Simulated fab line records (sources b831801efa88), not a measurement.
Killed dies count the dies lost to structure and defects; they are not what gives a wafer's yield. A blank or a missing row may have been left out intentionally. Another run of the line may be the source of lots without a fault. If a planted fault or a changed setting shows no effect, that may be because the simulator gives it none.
Which tool did it?    flow sky130    15 lots, 45 wafers sampled, at 3 steps of a route of 708

## WHAT EACH GAUGE READ, for each wafer
SKY_LI_CONTACT_CD_MEAS_12: the cd target is 170 nm.
lot   measured      on         cd nm (nm)
L139  day 29 02:36  cd sem-02  168.8 167.6 167.5
L141  day 29 07:30  cd sem-02  171.7 170.7 172.6
L144  day 30 21:19  cd sem-02  171.4 170.2 170.3
L145  day 33 14:01  cd sem-01  169.8 169.8 169.8
L146  day 33 15:45  cd sem-02  169.5 169.4 169.1
L147  day 33 13:05  cd sem-01  168.8 171.3 168.6
L149  day 33 13:07  cd sem-02  169.1 168.8 169.4
L148  day 33 19:21  cd sem-02  169.6 169.6 169.1
L150  day 33 16:29  cd sem-02  168.9 168.0 166.4
L151  day 33 18:03  cd sem-01  171.4 172.3 171.4
L152  day 33 17:07  cd sem-02  169.4 168.8 168.6
L159  day 35 06:42  cd sem-02  171.2 169.6 169.0
L160  day 35 13:20  cd sem-02  171.5 170.4 170.2
L161  day 37 02:20  cd sem-02  170.3 170.4 169.3
L162  day 37 02:40  cd sem-02  169.4 167.9 168.2

## EACH LOT AND THE TOOL THAT RAN IT (in order: tool; ch and the chambers of the sampled wafers; start)
lot   SKY_PWDE_EXPOSE_04                  SKY_SPACER_ETCHBACK_02
L139  iline stepper-02 ch 0, day 3 13:01  rie diel-02 ch 0,1,3, day 22 22:02
L141  iline stepper-01 ch 0, day 4 00:22  rie diel-04 ch 0,1, day 23 03:24
L144  iline stepper-02 ch 0, day 4 21:17  rie diel-01 ch 1,2, day 24 21:21
L145  iline stepper-02 ch 0, day 5 02:10  rie diel-01 ch 0,1, day 27 18:56
L146  iline stepper-01 ch 0, day 5 03:53  rie diel-01 ch 0,1,3, day 27 21:29
L147  iline stepper-01 ch 0, day 5 09:19  rie diel-02 ch 1,2,3, day 27 18:56
L149  iline stepper-01 ch 0, day 5 20:20  rie diel-04 ch 0,1,3, day 27 18:56
L148  iline stepper-02, day 5 20:53       rie diel-02 ch 1,3, day 27 21:32
L150  iline stepper-01, day 6 01:35       rie diel-04 ch 0,2,3, day 27 21:29
L151  iline stepper-01, day 6 06:16       rie diel-04 ch 0,1,3, day 27 21:33
L152  iline stepper-01 ch 0, day 6 10:11  rie diel-01 ch 0,1, day 27 21:33
L159  iline stepper-01 ch 0, day 8 01:32  rie diel-02 ch 1,2,3, day 29 14:47
L160  iline stepper-02 ch 0, day 8 06:13  rie diel-01 ch 0,3, day 29 21:43
L161  iline stepper-02 ch 0, day 8 12:08  rie diel-04 ch 0,1,2, day 31 11:29
L162  iline stepper-01 ch 0, day 8 22:34  rie diel-02 ch 0,2,3, day 31 11:29
- SKY_PWDE_EXPOSE_04: exposes mask PWDEM, target cd 840 nm.
- SKY_SPACER_ETCHBACK_02: etches Si3N4 in CH3F/O2, stops on SiO2, time 46.7 s, target depth 45 nm.

## WHAT THE TOOLS THEMSELVES READ (means of the sampled wafers that have a number; where no wafer has one, the mark that the record gives instead)
SKY_PWDE_EXPOSE_04.
lot   tool              exposure dose mJ cm2  focus offset nm (nm)
L139  iline stepper-02  213.94                -0.4
L141  iline stepper-01  213.81                -0.7
L144  iline stepper-02  214.20                -0.1
L145  iline stepper-02  213.96                -0.3
L146  iline stepper-01  214.04                0.6
L147  iline stepper-01  214.04                -0.0
L149  iline stepper-01  213.90                0.1
L148  iline stepper-02  -                     -
L150  iline stepper-01  -                     -
L151  iline stepper-01  -                     -
L152  iline stepper-01  214.08                0.1
L159  iline stepper-01  214.09                -0.1
L160  iline stepper-02  213.98                0.4
L161  iline stepper-02  213.91                -0.4
L162  iline stepper-01  214.04                -0.4

SKY_SPACER_ETCHBACK_02.
lot   tool         drypump motor current A (A)  oes product au (a.u.)  throttle valve pct (%)
L139  rie diel-02  6.0                          0.845                  10.561
L141  rie diel-04  5.1                          0.854                  10.568
L144  rie diel-01  5.8                          0.857                  10.557
L145  rie diel-01  5.6                          0.859                  10.560
L146  rie diel-01  5.5                          0.852                  10.561
L147  rie diel-02  5.4                          0.860                  10.563
L149  rie diel-04  5.2                          0.855                  10.562
L148  rie diel-02  5.6                          0.852                  10.560
L150  rie diel-04  5.5                          0.848                  10.563
L151  rie diel-04  5.2                          0.861                  10.561
L152  rie diel-01  5.6                          0.854                  10.571
L159  rie diel-02  5.4                          0.863                  10.558
L160  rie diel-01  5.4                          0.853                  10.562
L161  rie diel-04  5.6                          0.860                  10.565
L162  rie diel-02  5.7                          0.855                  10.562

## THE ANSWER, worked out from the rows above alone
Rule: usual is defined by the lots themselves. Put in order of their means at a reading, lots are off if they are a third of the lots or fewer, leave a main group of 4 or more, and stand apart from it by a gap of 3 or more times the standard deviation of the main group's means; of several such gaps the widest counts. If all means in a main group match to the digits the tables above print for the reading, that group is not used. Also off: a lot with no number at a reading for which 4 or more lots have one. Any other lot the step has rows for is counted as sound. After the gauges, taken in route order, come the tools' own readings; for these a lot's mean is taken, as printed above. At the first step where some lot is off, the reading lying furthest off is the one used; lots without a number count as furthest.
Off: L148, L150, L151, at SKY_PWDE_EXPOSE_04 (exposure dose mJ cm2). Without a number there: L148, L150, L151. Main group: mean 214.00, sd 0.1.
A tool fits if, at that step or a process step before it, it ran every lot that is off, and no sound lot after the first of them. No candidate that was tried fits.

## WHAT THE SIMULATOR PUT IN
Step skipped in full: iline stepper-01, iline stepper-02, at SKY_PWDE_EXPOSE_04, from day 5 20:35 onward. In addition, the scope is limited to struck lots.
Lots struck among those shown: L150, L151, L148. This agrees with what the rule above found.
